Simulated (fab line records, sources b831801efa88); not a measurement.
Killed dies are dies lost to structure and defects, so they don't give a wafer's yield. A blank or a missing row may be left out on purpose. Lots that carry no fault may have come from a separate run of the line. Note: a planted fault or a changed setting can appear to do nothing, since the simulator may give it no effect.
2 desks looking at one fault || flow sky130 || every desk sees just its own numbers, and what lay behind them comes last

## FROM THE METROLOGY DESK
What the gauges read for every lot (on any tool): the sampled wafers with a number, averaged. Marked OUT: a lot whose mean sits more than 4 standard deviations from the usual mean, which makes it out of limits; the brackets give that distance.
Columns: A = LDD_N_TW at SKY_LDD_N_TW_MEAS_17, usual 2602; B = cdNm at SKY_LOCAL_INTERCONNECT_CD_MEAS_11, usual 169.8 nm; C = CONTACT_W_RS at SKY_CONTACT_RS_MEAS_25, usual 0.338 ohm/sq
{"lot": "L269", "first seen here": "day 18 16:56", "A": 2615, "B": 168.7, "C": 0.343}
{"lot": "L271", "first seen here": "day 19 12:48", "A": 2613, "B": 167.9, "C": 0.339}
{"lot": "L274", "first seen here": "day 20 00:26", "A": 2615, "B": 170.1, "C": 0.344}
{"lot": "L275", "first seen here": "day 20 12:57", "A": 2617, "B": 169.5, "C": 0.341}
{"lot": "L277", "first seen here": "day 21 07:44", "A": "2527 (-5.0) OUT", "B": 171.6, "C": 0.339}
{"lot": "L278", "first seen here": "day 21 15:24", "A": 2603, "B": 168.8, "C": 0.339}
{"lot": "L279", "first seen here": "day 21 20:23", "A": "2523 (-5.2) OUT", "B": 171.3, "C": 0.337}
{"lot": "L288", "first seen here": "day 24 21:51", "A": 2609, "B": 167.9, "C": 0.336}
{"lot": "L289", "first seen here": "day 25 02:39", "A": 2594, "B": 172.8, "C": 0.336}
{"lot": "L290", "first seen here": "day 25 18:58", "A": 2587, "B": 169.2, "C": 0.335}
{"lot": "L291", "first seen here": "day 25 22:32", "A": 2604, "B": 171.0, "C": 0.336}
This desk's result: L277, L279 out of limits, first on L277 (LDD_N_TW at SKY_LDD_N_TW_MEAS_17), day 21 07:44. L269, L271, L274, L275, L278, L288, L289, L290, L291: within limits.

## AT THE TOOL OWNER'S DESK: implanter-01
SKY_LDD_N_IMPLANT_09, tool's own readings: per-lot mean of the sampled wafers with a number, covering each lot this tool ran. Marked OUT: a lot whose mean sits more than 4 standard deviations from the usual mean, which makes it out of limits; the brackets give that distance.
Columns: A = beamOnS at SKY_LDD_N_IMPLANT_09, usual 10.01 s; B = doseIonsCm2 at SKY_LDD_N_IMPLANT_09, usual 7.5e+13; C = faradayCurrentUA at SKY_LDD_N_IMPLANT_09, usual 422; D = rotationDeg at SKY_LDD_N_IMPLANT_09, usual 113.00 degrees
{"lot": "L269", "first seen here": "day 18 15:49", "A": 10.19, "B": 7.5e+13, "C": 415, "D": 112.98}
{"lot": "L271", "first seen here": "day 19 11:41", "A": 10.15, "B": 7.5e+13, "C": 417, "D": 113.00}
{"lot": "L274", "first seen here": "day 19 23:17", "A": 9.79, "B": 7.5e+13, "C": 433, "D": 113.00}
{"lot": "L275", "first seen here": "day 20 11:49", "A": 9.96, "B": 7.5e+13, "C": 425, "D": 113.02}
{"lot": "L277", "first seen here": "day 21 06:35", "A": 9.74, "B": "3.1e+13 (-99 or more) OUT", "C": "177 (-31) OUT", "D": 113.03}
{"lot": "L279", "first seen here": "day 21 19:16", "A": 10.03, "B": "3.1e+13 (-99 or more) OUT", "C": "172 (-31) OUT", "D": 112.99}
{"lot": "L289", "first seen here": "day 25 01:31", "A": 9.97, "B": 7.5e+13, "C": 424, "D": 113.01}
This desk finds L277, L279 out of limits, L277 being first, at day 21 06:35 (doseIonsCm2 at SKY_LDD_N_IMPLANT_09). L269, L271, L274, L275, L289: within limits.

## ALL TOGETHER
The tool owner's desk had the chance to raise an alarm at day 21 06:35 on L277, L279.
At day 21 07:44 the metrology desk could have sounded an alarm, on L277, L279.
On implanter-01, each named lot ran SKY_LDD_N_IMPLANT_09.

## WHAT THE SIMULATOR HAD INSERTED
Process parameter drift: implanter-01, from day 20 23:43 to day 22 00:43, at SKY_LDD_N_IMPLANT_09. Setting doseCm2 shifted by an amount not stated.
Lots struck among those shown: L277, L279.
Counting hours from when the fault started, the first reading out of limits came at 7 for the tool owner's desk and at 8 for the metrology desk.
